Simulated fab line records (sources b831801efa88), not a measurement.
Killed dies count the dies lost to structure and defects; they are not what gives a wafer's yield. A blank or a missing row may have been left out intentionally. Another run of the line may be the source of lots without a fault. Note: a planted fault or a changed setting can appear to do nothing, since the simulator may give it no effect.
Which of the tools did it? | flow sfqLine | 14 lots, 42 wafers sampled, at 5 steps of a route of 325

== WHAT THE GAUGES SHOWED, per wafer ==
SFQ_M8_RS_MEAS_949: a four-point-probe measurement. Usual: M8_AU_RS gives 0.1536 ohm/sq (standard deviation 0.002).
lot  | measured     | on           | M8_AU_RS (ohm/sq)    | flag
L808 | day 77 08:04 | filmMetro-04 | 0.1532 0.1525 0.1520 | 
L810 | day 77 12:52 | filmMetro-04 | 0.1527 0.1537 0.1537 | 
L813 | day 80 12:13 | filmMetro-04 | 0.1518 0.1518 0.1505 | 
L815 | day 81 20:28 | filmMetro-02 | 0.1538 0.1537 0.1555 | 
L816 | day 81 22:58 | filmMetro-02 | 0.1568 0.1552 0.1542 | 
L818 | day 84 18:18 | filmMetro-02 | 0.1544 0.1562 0.1536 | 
L820 | day 85 02:43 | filmMetro-01 | 0.1575 0.1561 0.1574 | 
L821 | day 85 06:18 | filmMetro-02 | 0.1528 0.1509 0.1516 | 
L822 | day 85 12:04 | filmMetro-01 | 0.1564 0.1538 0.1551 | 
L823 | day 85 17:59 | filmMetro-02 | 0.1560 0.1534 0.1546 | 
L824 | day 85 19:10 | filmMetro-04 | 0.1522 0.1536 0.1535 | 
L826 | day 86 03:34 | filmMetro-01 | 0.1556 0.1531 0.1543 | 
L827 | day 86 04:46 | filmMetro-02 | 0.1537 0.1538 0.1524 | 
L829 | day 86 14:23 | filmMetro-02 | 0.1510 0.1518 0.1492 | 

== EACH LOT AND THE TOOL THAT RAN IT (in order: tool; ch and the chambers of the sampled wafers; start) ==
lot  | SFQ_TRILAYER_I0_DEP_PECVD_027   | SFQ_TRILAYER_I0_CMP_CMP_028   | SFQ_TRILAYER_JJ_CE_METRO_MEASURE_117 | SFQ_TRILAYER_JJ_CE_STRIP_STRIP_120
L808 | pecvd-03 ch 1,2, day 11 14:56   | cmp-01 ch 0,1,3, day 11 15:36 | cdSem-02, day 47 19:43               | rieMetal-03 ch 0,1, day 47 21:37
L810 | pecvd-02 ch 1,2, day 12 21:23   | cmp-01 ch 1,3, day 12 21:58   | cdSem-02, day 52 16:58               | rieMetal-03 ch 0,1, day 52 18:52
L813 | pecvd-02 ch 1,2, day 13 19:59   | cmp-01 ch 0,3, day 13 20:34   | cdSem-01, day 53 06:10               | rieMetal-03 ch 0,1, day 53 08:04
L815 | pecvd-01 ch 0,1,2, day 14 11:19 | cmp-02 ch 0,1,2, day 14 11:23 | cdSem-01, day 54 13:16               | rieMetal-02 ch 0,1, day 54 15:10
L816 | pecvd-02 ch 0,1, day 14 16:07   | cmp-02 ch 1,2,3, day 14 16:41 | cdSem-02, day 55 06:16               | rieMetal-02 ch 1, day 55 07:58
L818 | pecvd-02 ch 0,1,2, day 15 09:50 | cmp-01 ch 0,1,2, day 15 09:55 | cdSem-02, day 55 13:28               | rieMetal-04 ch 0,1, day 55 15:10
L820 | pecvd-02 ch 0,2, day 16 04:05   | cmp-02 ch 2,3, day 16 04:40   | cdSem-02, day 55 23:16               | rieMetal-02 ch 0,1, day 56 00:58
L821 | pecvd-02 ch 0,1,2, day 16 15:01 | cmp-02 ch 0,2,3, day 16 16:05 | cdSem-02, day 56 00:16               | rieMetal-03 ch 0,1, day 56 01:58
L822 | pecvd-01 ch 0,1,2, day 17 17:25 | cmp-01 ch 2,3, day 17 17:29   | cdSem-02, day 56 02:40               | rieMetal-03 ch 0,1, day 56 04:34
L823 | pecvd-03 ch 1,2, day 18 04:13   | cmp-02 ch 0,1,2, day 18 08:21 | cdSem-02, day 56 05:04               | rieMetal-03 ch 0,1, day 56 06:46
L824 | pecvd-03 ch 0,1,2, day 18 11:25 | cmp-01 ch 1,2,3, day 18 12:38 | cdSem-02, day 56 07:16               | rieMetal-04 ch 0,1, day 56 09:10
L826 | pecvd-02 ch 0,1, day 19 19:50   | cmp-02 ch 0,1,2, day 19 20:55 | cdSem-02, day 56 16:52               | rieMetal-02 ch 0,1, day 56 18:46
L827 | pecvd-02 ch 0,1,2, day 20 09:46 | cmp-01 ch 1,2,3, day 20 10:16 | cdSem-02, day 56 22:52               | rieMetal-02 ch 0,1, day 57 00:46
L829 | pecvd-03 ch 0,2, day 20 22:47   | cmp-02 ch 0,1,2, day 20 23:22 | cdSem-01, day 63 17:25               | rieMetal-02 ch 0,1, day 63 19:07
- SFQ_TRILAYER_I0_DEP_PECVD_027: deposits SiO2 from SiH4/N2O, time 111.11 s, target thk 500 nm.
- SFQ_TRILAYER_I0_CMP_CMP_028: polishes SiO2.
- SFQ_TRILAYER_JJ_CE_METRO_MEASURE_117
- SFQ_TRILAYER_JJ_CE_STRIP_STRIP_120: strips in O2.

== WHAT THE TOOLS THEMSELVES READ (means of the sampled wafers that have a number; where no wafer has one, the mark that the record gives instead) ==
SFQ_TRILAYER_I0_DEP_PECVD_027. Usual: heaterPowerW 86 W, standard deviation 17; rfFwdPowerW 182.2 W, standard deviation 0.62; throttleValvePct 24.1 %, standard deviation 1.9.
lot  | tool     | heaterPowerW (W) | rfFwdPowerW (W) | throttleValvePct (%) | flag
L808 | pecvd-03 | 71               | 182.5           | 25.4                 | 
L810 | pecvd-02 | 89               | 182.3           | 22.4                 | 
L813 | pecvd-02 | 96               | 182.5           | 22.8                 | 
L815 | pecvd-01 | 90               | 182.2           | 26.2                 | 
L816 | pecvd-02 | 72               | 182.7           | 23.0                 | 
L818 | pecvd-02 | 96               | 182.0           | 22.9                 | 
L820 | pecvd-02 | 86               | 211.7           | 23.0                 | OFF
L821 | pecvd-02 | 80               | 212.0           | 23.0                 | OFF
L822 | pecvd-01 | 86               | 181.9           | 26.6                 | 
L823 | pecvd-03 | 67               | 182.2           | 24.5                 | 
L824 | pecvd-03 | 74               | 181.6           | 25.0                 | 
L826 | pecvd-02 | 81               | 182.0           | 23.0                 | 
L827 | pecvd-02 | 92               | 182.3           | 23.2                 | 
L829 | pecvd-03 | 86               | 182.3           | 25.3                 | 

SFQ_TRILAYER_I0_CMP_CMP_028. Usual: edgeZonePressureFrac 0.999, standard deviation 0.0049; motorCurrentA 9.9 A, standard deviation 0.52; timeToEndpointS 213 s, standard deviation 7.2.
lot  | tool   | edgeZonePressureFrac | motorCurrentA (A) | timeToEndpointS (s) | flag
L808 | cmp-01 | 0.999                | 9.8               | 217                 | 
L810 | cmp-01 | 0.997                | 9.5               | 211                 | 
L813 | cmp-01 | 0.999                | 10.2              | 209                 | 
L815 | cmp-02 | 0.996                | 10.1              | 210                 | 
L816 | cmp-02 | 0.999                | 10.0              | 215                 | 
L818 | cmp-01 | 1.004                | 10.5              | 217                 | 
L820 | cmp-02 | 0.997                | 10.4              | 234                 | 
L821 | cmp-02 | 0.999                | 9.8               | 230                 | 
L822 | cmp-01 | 1.000                | 9.9               | 209                 | 
L823 | cmp-02 | 0.998                | 10.0              | 211                 | 
L824 | cmp-01 | 1.002                | 9.9               | 210                 | 
L826 | cmp-02 | 0.997                | 10.1              | 206                 | 
L827 | cmp-01 | 0.993                | 9.9               | 210                 | 
L829 | cmp-02 | 0.995                | 10.1              | 215                 | 

SFQ_TRILAYER_JJ_CE_METRO_MEASURE_117. Usual: cdNm at 700.1 nm, with a standard deviation of 1.3.
lot  | tool     | cdNm (nm) | flag
L808 | cdSem-02 | 701.1     | 
L810 | cdSem-02 | 698.5     | 
L813 | cdSem-01 | 698.7     | 
L815 | cdSem-01 | 701.7     | 
L816 | cdSem-02 | 700.9     | 
L818 | cdSem-02 | 699.4     | 
L820 | cdSem-02 | 698.5     | 
L821 | cdSem-02 | 701.0     | 
L822 | cdSem-02 | 699.9     | 
L823 | cdSem-02 | 700.7     | 
L824 | cdSem-02 | 698.9     | 
L826 | cdSem-02 | 702.1     | 
L827 | cdSem-02 | 699.4     | 
L829 | cdSem-01 | 699.4     | 

SFQ_TRILAYER_JJ_CE_STRIP_STRIP_120. Usual: drypumpMotorCurrentA 6.0 A, standard deviation 0.42; oesProductAu 1.006 a.u., standard deviation 0.012.
lot  | tool        | drypumpMotorCurrentA (A) | oesProductAu (a.u.) | flag
L808 | rieMetal-03 | 6.5                      | 1.001               | 
L810 | rieMetal-03 | 6.3                      | 1.006               | 
L813 | rieMetal-03 | 6.3                      | 1.005               | 
L815 | rieMetal-02 | 5.7                      | 1.012               | 
L816 | rieMetal-02 | 6.2                      | 1.007               | 
L818 | rieMetal-04 | 5.7                      | 0.988               | 
L820 | rieMetal-02 | 5.7                      | 1.011               | 
L821 | rieMetal-03 | 6.5                      | 0.978               | 
L822 | rieMetal-03 | 6.3                      | 0.997               | 
L823 | rieMetal-03 | 6.5                      | 0.995               | 
L824 | rieMetal-04 | 5.7                      | 0.999               | 
L826 | rieMetal-02 | 5.7                      | 1.011               | 
L827 | rieMetal-02 | 5.9                      | 1.013               | 
L829 | rieMetal-02 | 5.9                      | 1.004               | 

== THE ANSWER, worked out from the rows above alone ==
Rule: a lot counts as off when the mean over its wafers that have a number is more than 3 standard deviations away from the usual mean. Also off: a lot with no number at a reading for which 4 or more lots have one. Where the step has rows for the other lots, those lots are counted as sound. After the gauges, taken in route order, come the tools' own readings; for these a lot's mean is taken, as printed above. At the first step where some lot is off, the reading lying furthest off is the one used; lots without a number count as furthest.
Off: L820, L821, at SFQ_TRILAYER_I0_DEP_PECVD_027 (rfFwdPowerW).
A tool fits if, at that step or a process step before it, it ran every lot that is off, and no sound lot after the first of them. None of those tried fits.

== WHAT HAD BEEN PUT IN BY THE SIMULATOR ==
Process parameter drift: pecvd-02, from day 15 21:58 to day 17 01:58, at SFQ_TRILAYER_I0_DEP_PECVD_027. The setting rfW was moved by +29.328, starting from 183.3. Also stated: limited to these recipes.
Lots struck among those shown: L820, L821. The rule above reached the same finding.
